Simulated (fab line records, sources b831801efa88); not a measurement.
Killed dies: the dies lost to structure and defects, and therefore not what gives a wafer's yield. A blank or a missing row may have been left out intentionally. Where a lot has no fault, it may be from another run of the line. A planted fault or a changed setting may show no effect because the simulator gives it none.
Which tool did it? | flow sky130 | Sampling: 7 lots, 21 wafers, 5 of 708 route steps

WHAT THE GAUGES READ, wafer by wafer
SKY_POLY_GATE_CD_MEAS_22.
lot  | measured     | on        | cd-nm (nm)
L906 | day 17 15:49 | cd-sem-02 | 151.7 149.3 144.6
L909 | day 18 09:01 | cd-sem-02 | 153.4 153.1 152.5
L912 | day 19 06:42 | cd-sem-02 | - - -
L920 | day 22 05:50 | cd-sem-01 | 157.1 146.5 148.0
L922 | day 23 01:49 | cd-sem-01 | 149.6 148.0 150.0
L924 | day 23 18:05 | cd-sem-01 | 152.0 149.6 151.8
L927 | day 24 12:46 | cd-sem-02 | 150.0 151.1 147.6

TOOL THAT RAN EACH LOT (tool first, then ch and the chambers of the sampled wafers, then the start)
lot  | SKY_SONOS_ONO_STRIP_17               | SKY_POLY_GATE_ETCH_15              | SKY_POLY_GATE_ETCH_16              | SKY_POLY_GATE_ETCH_17
L906 | plasma-asher-01 ch 0,1, day 13 15:52 | rie-diel-04 ch 0,1,3, day 17 11:07 | rie-diel-04 ch 0,1,3, day 17 11:12 | rie-si-02 ch 0,1,2, day 17 11:18
L909 | plasma-asher-03 ch 0,1, day 14 11:22 | rie-diel-01 ch 0,1,2, day 18 05:52 | rie-diel-01 ch 0,1,2, day 18 05:57 | rie-si-02 ch 2,3, day 18 06:02
L912 | plasma-asher-02 ch 0,1, day 15 05:10 | rie-diel-01 ch 2,3, day 19 04:52   | rie-diel-01 ch 2,3, day 19 04:57   | rie-si-01 ch 0,1,3, day 19 05:02
L920 | plasma-asher-01 ch 1, day 17 22:37   | rie-diel-04 ch 0,3, day 22 04:08   | rie-diel-04 ch 0,3, day 22 04:13   | rie-si-02 ch 0,3, day 22 04:19
L922 | plasma-asher-03 ch 0,1, day 18 19:34 | rie-diel-01 ch 0,1,3, day 23 00:05 | rie-diel-01 ch 0,1,3, day 23 00:10 | rie-si-02 ch 0,3, day 23 00:16
L924 | plasma-asher-03 ch 0,1, day 19 13:01 | rie-diel-02 ch 0,1,2, day 23 16:19 | rie-diel-02 ch 0,1,2, day 23 16:24 | rie-si-02 ch 0,1,3, day 23 16:29
L927 | plasma-asher-02 ch 0,1, day 20 11:58 | rie-diel-04 ch 2,3, day 24 11:04   | rie-diel-04 ch 2,3, day 24 11:09   | rie-si-01 ch 0,1,2, day 24 11:14
- SKY_SONOS_ONO_STRIP_17: strips in O2/N2.
- SKY_POLY_GATE_ETCH_15: etches BARC in N2/H2, stops on SiO2, time 118.5 s, target depth 110 nm.
- SKY_POLY_GATE_ETCH_16: etches Si3N4 in CH3F/O2, stops on poly-Si, time 147.5 s, target depth 75 nm.
- SKY_POLY_GATE_ETCH_17: etches poly-Si in HBr/Cl2, stops on SiO2, target depth 180 nm, time 70.5 s.

THE ANSWER, worked out from the rows above alone
Rule: what is usual is taken from the lots themselves. Put in order of their means at a reading, lots are off if they are a third of the lots or fewer, leave a main group of 4 or more, and stand apart from it by a gap of 3 or more times the standard deviation of the main group's means; of several such gaps the widest counts. Not used: any main group whose means are identical at the precision the tables above print for the reading. Also off: a lot with no number at a reading for which 4 or more lots have one. Any other lot the step has rows for is counted as sound.
Off: L912, at SKY_POLY_GATE_CD_MEAS_22 (cd-nm). Without a number there: L912. For the main group the mean is 150.3 nm and the standard deviation 1.5.
A tool fits if, at a process step before that reading, it ran every lot that is off, and no sound lot after the first of them. Those tools and the gauges at SKY_POLY_GATE_CD_MEAS_22 are tried in the same way. Not one of the candidates tried fits.

WHAT WAS PUT IN BY THE SIMULATOR
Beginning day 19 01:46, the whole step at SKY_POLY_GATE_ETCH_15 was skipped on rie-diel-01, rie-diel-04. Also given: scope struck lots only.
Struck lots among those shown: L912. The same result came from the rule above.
